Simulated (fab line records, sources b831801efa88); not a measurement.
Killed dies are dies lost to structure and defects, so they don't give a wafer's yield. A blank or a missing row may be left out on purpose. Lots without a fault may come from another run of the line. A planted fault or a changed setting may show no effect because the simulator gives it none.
One fault seen from 2 desks | flow gf180mcu | each desk has only its own numbers; what lay behind them comes last

THE METROLOGY DESK
What the gauges read, lot by lot, whatever tool the lot ran on: means of the sampled wafers that have a number. A lot is out of limits, marked OUT, if its mean lies more than 4 standard deviations from the usual mean; the brackets give that distance.
Columns: A = cd_nm at GF_HV_LDD_CD_MEAS_19, usual 400.4 nm; B = HV_LDD_3_TW at GF_HV_LDD_TW_MEAS_38, usual 1430; C = HV_LDD_RS at GF_HV_LDD_RS_MEAS_53, usual 418.7 ohm/sq; D = cd_nm at GF_SAB_CD_MEAS_09, usual 420.0 nm; E = SAB_OVL at GF_SAB_OVL_MEAS_10, usual 0.5 nm
lot  | first seen here | A     | B    | C     | D     | E
L835 | day 10 13:54    | 398.7 | 1421 | 418.6 | 418.4 | 0.7
L839 | day 12 00:55    | 400.4 | 1418 | 421.6 | 419.8 | 0.9
L840 | day 12 10:49    | 400.4 | 1424 | 420.0 | 420.7 | -1.6
L843 | day 13 08:40    | 403.1 | 1404 | 422.1 | 419.4 | 4.4
L849 | day 15 07:53    | 398.7 | 1439 | 418.6 | 419.3 | -0.4
L850 | day 15 09:22    | 400.3 | 1421 | 419.0 | 419.8 | 1.5
L852 | day 16 18:30    | 397.1 | 1438 | 419.6 | 421.3 | 0.3
L853 | day 16 20:25    | 396.3 | 1431 | 417.1 | 418.8 | 0.5
L854 | day 17 04:00    | 399.3 | 1431 | 418.6 | 418.0 | 1.0
L855 | day 17 04:10    | 401.4 | 1426 | 420.2 | 416.7 | -1.0
L856 | day 17 05:11    | 402.4 | 1427 | 419.7 | 417.9 | 0.6
L857 | day 17 23:10    | 396.9 | 1414 | 419.1 | 423.3 | 0.5
L858 | day 18 12:04    | 404.2 | 1426 | 417.4 | 419.4 | 0.9
This desk's finding: nothing out of limits on any of the 13 lots.

THE TOOL OWNER'S DESK: implanter-04
The tool's own readings at GF_HV_LDD_IMPLANT_36: means of the sampled wafers that have a number, for each lot that ran on this tool. A lot is out of limits, marked OUT, if its mean lies more than 4 standard deviations from the usual mean; the brackets give that distance.
Columns: A = beam_energy_keV at GF_HV_LDD_IMPLANT_36, usual 60.000; B = beam_on_s at GF_HV_LDD_IMPLANT_36, usual 10.00 s; C = end_station_pressure_torr at GF_HV_LDD_IMPLANT_36, usual 5.03e-06 Torr; D = faraday_current_uA at GF_HV_LDD_IMPLANT_36, usual 42.3
lot  | first seen here | A      | B     | C        | D
L839 | day 12 21:55    | 59.984 | 10.05 | 5.08e-06 | 42.2
L840 | day 13 07:39    | 60.004 | 9.94  | 5.01e-06 | 42.6
L843 | day 14 06:16    | 60.017 | 9.97  | 5.02e-06 | 42.4
L854 | day 18 03:08    | 60.005 | 9.95  | 4.69e-06 | 42.5
L856 | day 18 05:24    | 59.996 | 10.18 | 4.85e-06 | 41.5
L857 | day 19 00:01    | 60.030 | 10.07 | 4.92e-06 | 42.1
This desk's finding: nothing out of limits on any of the 6 lots.

PUT TOGETHER
The metrology desk saw nothing out of limits.
The tool owner's desk saw nothing out of limits.

WHAT THE SIMULATOR HAD PUT IN
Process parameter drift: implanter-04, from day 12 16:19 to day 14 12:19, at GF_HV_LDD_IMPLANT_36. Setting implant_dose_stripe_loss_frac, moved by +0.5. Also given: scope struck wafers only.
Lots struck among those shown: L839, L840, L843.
